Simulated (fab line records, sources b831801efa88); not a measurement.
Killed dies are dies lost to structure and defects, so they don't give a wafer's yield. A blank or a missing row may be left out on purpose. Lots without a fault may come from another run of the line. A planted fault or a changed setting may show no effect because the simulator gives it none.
Which tool did it? | flow gf180mcu | 24 lots, 72 wafers sampled, at 4 steps of a route of 602

WHAT THE GAUGES READ, wafer by wafer
GF_V2_THK_MEAS_03. Usual: V2_CVD_02_THK 851 nm, standard deviation 11.
lot  | measured     | on            | V2_CVD_02_THK (nm) | flag
L075 | day 19 12:47 | film_metro-02 | 860 858 878        |
L074 | day 19 15:24 | film_metro-01 | 847 849 862        |
L076 | day 20 01:03 | film_metro-02 | 843 841 870        |
L077 | day 20 16:32 | film_metro-02 | 852 865 855        |
L078 | day 20 22:35 | film_metro-01 | 850 864 866        |
L079 | day 21 00:15 | film_metro-04 | 859 859 860        |
L080 | day 21 11:27 | film_metro-02 | 831 862 867        |
L081 | day 21 22:30 | film_metro-01 | 836 853 843        |
L082 | day 22 05:58 | film_metro-02 | 826 840 852        |
L083 | day 22 13:45 | film_metro-04 | 849 842 846        |
L084 | day 22 22:21 | film_metro-02 | 831 864 864        |
L085 | day 23 05:33 | film_metro-04 | 835 856 847        |
L086 | day 23 12:29 | film_metro-04 | 856 862 861        |
L087 | day 23 18:26 | film_metro-01 | 846 862 857        |
L088 | day 24 12:29 | film_metro-02 | 847 842 859        |
L089 | day 24 16:38 | film_metro-04 | 845 840 862        |
L090 | day 25 01:50 | film_metro-04 | 840 844 830        |
L091 | day 25 03:28 | film_metro-04 | 848 850 860        |
L092 | day 25 13:17 | film_metro-02 | 849 843 868        |
L093 | day 26 00:34 | film_metro-02 | 841 850 868        |
L094 | day 26 03:09 | film_metro-02 | 856 850 868        |
L095 | day 26 13:49 | film_metro-01 | 850 840 858        |
L096 | day 26 20:38 | film_metro-01 | 834 847 860        |
L097 | day 27 01:53 | film_metro-04 | 852 852 851        |

GF_M3_CD_MEAS_14: target cd 280 nm. Usual: cd_nm 279.7 nm, standard deviation 1.2.
lot  | measured     | on        | cd_nm (nm)        | flag
L075 | day 21 14:23 | cd_sem-01 | 280.0 280.3 278.9 |
L074 | day 21 17:39 | cd_sem-02 | 281.3 280.6 280.6 |
L076 | day 22 02:37 | cd_sem-01 | 279.8 277.9 279.0 |
L077 | day 22 17:34 | cd_sem-01 | 279.4 280.2 279.6 |
L078 | day 23 00:09 | cd_sem-02 | 279.8 280.6 280.3 |
L079 | day 23 02:14 | cd_sem-02 | 280.6 280.0 280.6 |
L080 | day 23 12:22 | cd_sem-02 | 281.9 282.4 282.7 |
L081 | day 23 22:19 | cd_sem-01 | 281.9 280.6 279.6 |
L082 | day 24 05:11 | cd_sem-02 | 278.8 277.9 279.3 |
L083 | day 24 12:20 | cd_sem-02 | 280.6 280.3 280.9 |
L084 | day 24 21:07 | cd_sem-02 | 279.0 278.4 279.9 |
L085 | day 25 04:05 | cd_sem-02 | 280.7 280.6 280.2 |
L086 | day 25 10:17 | cd_sem-01 | 281.0 280.0 279.7 |
L087 | day 25 15:39 | cd_sem-02 | 278.7 278.2 277.2 |
L088 | day 26 08:00 | cd_sem-01 | 279.1 278.2 278.3 |
L089 | day 26 13:14 | cd_sem-01 | 278.6 278.9 278.4 |
L090 | day 26 20:58 | cd_sem-01 | 278.3 279.0 278.5 |
L091 | day 26 23:47 | cd_sem-01 | 279.4 277.7 278.6 |
L092 | day 27 09:26 | cd_sem-01 | 278.7 278.4 279.0 |
L093 | day 27 19:58 | cd_sem-01 | 280.3 280.9 280.7 |
L094 | day 27 21:47 | cd_sem-01 | 278.4 278.0 278.3 |
L095 | day 28 07:38 | cd_sem-01 | 279.3 279.2 279.0 |
L096 | day 28 13:49 | cd_sem-01 | 279.8 279.3 279.4 |
L097 | day 28 23:16 | cd_sem-01 | 280.6 281.6 280.0 |

WHICH TOOL RAN EACH LOT (tool, then ch and the chambers of the sampled wafers, then the start)
lot  | GF_V1_STRIP_18                       | GF_M2_METAL_ETCH_16
L075 | plasma_asher-04 ch 0,1, day 18 10:18 | rie_metal-04 ch 0,1, day 19 11:57
L074 | plasma_asher-04 ch 0,1, day 18 12:31 | rie_metal-03 ch 0,1, day 19 14:29
L076 | plasma_asher-03 ch 0,1, day 18 21:37 | rie_metal-03 ch 0,1, day 20 00:12
L077 | plasma_asher-03 ch 0,1, day 19 13:40 | rie_metal-03 ch 0,1, day 20 15:34
L078 | plasma_asher-03 ch 0,1, day 19 19:46 | rie_metal-01 ch 0,1, day 20 21:45
L079 | plasma_asher-03 ch 1, day 19 21:58   | rie_metal-03 ch 0,1, day 20 23:23
L080 | plasma_asher-04 ch 0,1, day 20 09:11 | rie_metal-01 ch 0,1, day 21 10:36
L081 | plasma_asher-04 ch 0,1, day 20 20:18 | rie_metal-03 ch 0,1, day 21 21:39
L082 | plasma_asher-04 ch 0,1, day 21 03:46 | rie_metal-03 ch 0,1, day 22 05:07
L083 | plasma_asher-03 ch 0,1, day 21 11:31 | rie_metal-01 ch 1, day 22 12:50
L084 | plasma_asher-03 ch 0, day 21 20:28   | rie_metal-03 ch 1, day 22 21:29
L085 | plasma_asher-03 ch 0,1, day 22 04:17 | rie_metal-01 ch 0,1, day 23 04:41
L086 | plasma_asher-03 ch 0,1, day 22 10:40 | rie_metal-01 ch 0,1, day 23 11:37
L087 | plasma_asher-03 ch 0,1, day 22 17:30 | rie_metal-01 ch 0,1, day 23 17:29
L088 | plasma_asher-03 ch 0,1, day 23 12:07 | rie_metal-03 ch 0,1, day 24 11:35
L089 | plasma_asher-03 ch 0,1, day 23 16:07 | rie_metal-01 ch 0, day 24 15:38
L090 | plasma_asher-03 ch 0,1, day 24 02:12 | rie_metal-04 ch 0,1, day 25 00:59
L091 | plasma_asher-01 ch 0,1, day 24 03:15 | rie_metal-03 ch 0, day 25 02:32
L092 | plasma_asher-04 ch 0,1, day 24 14:01 | rie_metal-03 ch 0,1, day 25 12:26
L093 | plasma_asher-04 ch 0,1, day 25 01:00 | rie_metal-03 ch 0,1, day 25 23:41
L094 | plasma_asher-04 ch 0, day 25 04:10   | rie_metal-01 ch 0,1, day 26 02:17
L095 | plasma_asher-03 ch 0,1, day 25 14:12 | rie_metal-04 ch 0,1, day 26 12:56
L096 | plasma_asher-03 ch 0,1, day 25 21:29 | rie_metal-01 ch 0,1, day 26 19:46
L097 | plasma_asher-04 ch 0,1, day 26 03:08 | rie_metal-04 ch 0,1, day 27 01:03
- GF_V1_STRIP_18: strips in O2/N2.
- GF_M2_METAL_ETCH_16: etches the open film in Cl2/BCl3, stops on SiO2, target depth 627.5 nm, time 104.6 s.

WHAT THE TOOLS THEMSELVES READ (means of the sampled wafers that have a number; where no wafer has one, the mark that the record gives instead)
GF_V1_STRIP_18. Usual: drypump_motor_current_A 5.7 A, standard deviation 0.42; heater_power_w 362 W, standard deviation 29; oes_product_au 0.592 a.u., standard deviation 0.0049.
lot  | tool            | drypump_motor_current_A (A) | heater_power_w (W) | oes_product_au (a.u.) | flag
L075 | plasma_asher-04 | 6.1                         | 333                | 0.595                 |
L074 | plasma_asher-04 | 6.1                         | 330                | 0.591                 |
L076 | plasma_asher-03 | 5.6                         | 372                | 0.595                 |
L077 | plasma_asher-03 | 5.7                         | 371                | 0.592                 |
L078 | plasma_asher-03 | 5.7                         | 379                | 0.590                 |
L079 | plasma_asher-03 | 6.0                         | 358                | 0.591                 |
L080 | plasma_asher-04 | 6.1                         | 337                | 0.591                 |
L081 | plasma_asher-04 | 6.0                         | 332                | 0.594                 |
L082 | plasma_asher-04 | 6.0                         | 334                | 0.590                 |
L083 | plasma_asher-03 | 5.4                         | 381                | 0.592                 |
L084 | plasma_asher-03 | 5.1                         | 400                | 0.589                 |
L085 | plasma_asher-03 | 5.6                         | 372                | 0.588                 |
L086 | plasma_asher-03 | 5.7                         | 377                | 0.591                 |
L087 | plasma_asher-03 | 5.6                         | 371                | 0.590                 |
L088 | plasma_asher-03 | 5.4                         | 392                | 0.585                 |
L089 | plasma_asher-03 | 5.4                         | 388                | 0.594                 |
L090 | plasma_asher-03 | 5.6                         | 377                | 0.593                 |
L091 | plasma_asher-01 | 5.4                         | 326                | 0.595                 |
L092 | plasma_asher-04 | 6.0                         | 337                | 0.593                 |
L093 | plasma_asher-04 | 6.0                         | 337                | 0.590                 |
L094 | plasma_asher-04 | 6.0                         | 337                | 0.593                 |
L095 | plasma_asher-03 | 5.6                         | 368                | 0.591                 |
L096 | plasma_asher-03 | 5.6                         | 375                | 0.587                 |
L097 | plasma_asher-04 | 6.1                         | 330                | 0.592                 |

GF_M2_METAL_ETCH_16. Usual: bias_w 139.9 W, standard deviation 0.42; drypump_motor_current_A 5.7 A, standard deviation 0.38; oes_product_au 0.970 a.u., standard deviation 0.0066; throttle_valve_pct 28.251 %, standard deviation 0.011.
lot  | tool         | bias_w (W) | drypump_motor_current_A (A) | oes_product_au (a.u.) | throttle_valve_pct (%) | flag
L075 | rie_metal-04 | 140.2      | 5.8                         | 0.966                 | 28.247                 |
L074 | rie_metal-03 | 139.6      | 5.5                         | 0.974                 | 28.257                 |
L076 | rie_metal-03 | 140.2      | 5.5                         | 0.972                 | 28.255                 |
L077 | rie_metal-03 | 139.5      | 5.5                         | 0.961                 | 28.260                 |
L078 | rie_metal-01 | 139.6      | 5.7                         | 0.970                 | 28.252                 |
L079 | rie_metal-03 | 139.9      | 5.5                         | 0.964                 | 28.245                 |
L080 | rie_metal-01 | 139.9      | 5.7                         | 0.971                 | 28.248                 |
L081 | rie_metal-03 | 139.9      | 5.5                         | 0.973                 | 28.253                 |
L082 | rie_metal-03 | 139.7      | 5.5                         | 0.976                 | 28.237                 |
L083 | rie_metal-01 | 140.8      | 6.4                         | 0.965                 | 28.251                 |
L084 | rie_metal-03 | 140.4      | 5.4                         | 0.972                 | 28.252                 |
L085 | rie_metal-01 | 140.0      | 5.7                         | 0.974                 | 28.247                 |
L086 | rie_metal-01 | 140.3      | 5.7                         | 0.965                 | 28.265                 |
L087 | rie_metal-01 | 139.6      | 6.1                         | 0.968                 | 28.250                 |
L088 | rie_metal-03 | 139.9      | 5.5                         | 0.975                 | 28.248                 |
L089 | rie_metal-01 | 140.1      | 5.4                         | 0.976                 | 28.245                 |
L090 | rie_metal-04 | 140.0      | 5.7                         | 0.966                 | 28.244                 |
L091 | rie_metal-03 | 139.5      | 5.6                         | 0.959                 | 28.255                 |
L092 | rie_metal-03 | 140.3      | 5.5                         | 0.974                 | 28.252                 |
L093 | rie_metal-03 | 140.7      | 5.5                         | 0.973                 | 28.258                 |
L094 | rie_metal-01 | 139.7      | 6.1                         | 0.964                 | 28.256                 |
L095 | rie_metal-04 | 139.6      | 5.8                         | 0.963                 | 28.257                 |
L096 | rie_metal-01 | 140.0      | 5.7                         | 0.970                 | 28.252                 |
L097 | rie_metal-04 | 140.1      | 5.7                         | 0.970                 | 28.247                 |

THE ANSWER, worked out from the rows above alone
Rule: a lot is off if the mean of its wafers that have a number lies more than 3 standard deviations from the usual mean. A lot without any number at a reading at which 4 lots or more have one is off too. The other lots that the step has rows for count as sound. The gauges are gone through in route order, then the tools' own readings, and for those a lot's mean is taken as printed above. The first step at which some lot is off is used, and at that step the reading that is off furthest; a lot without a number counts as furthest.
No lot is off at any reading shown: from this, nothing can be told.

WHAT THE SIMULATOR HAD PUT IN
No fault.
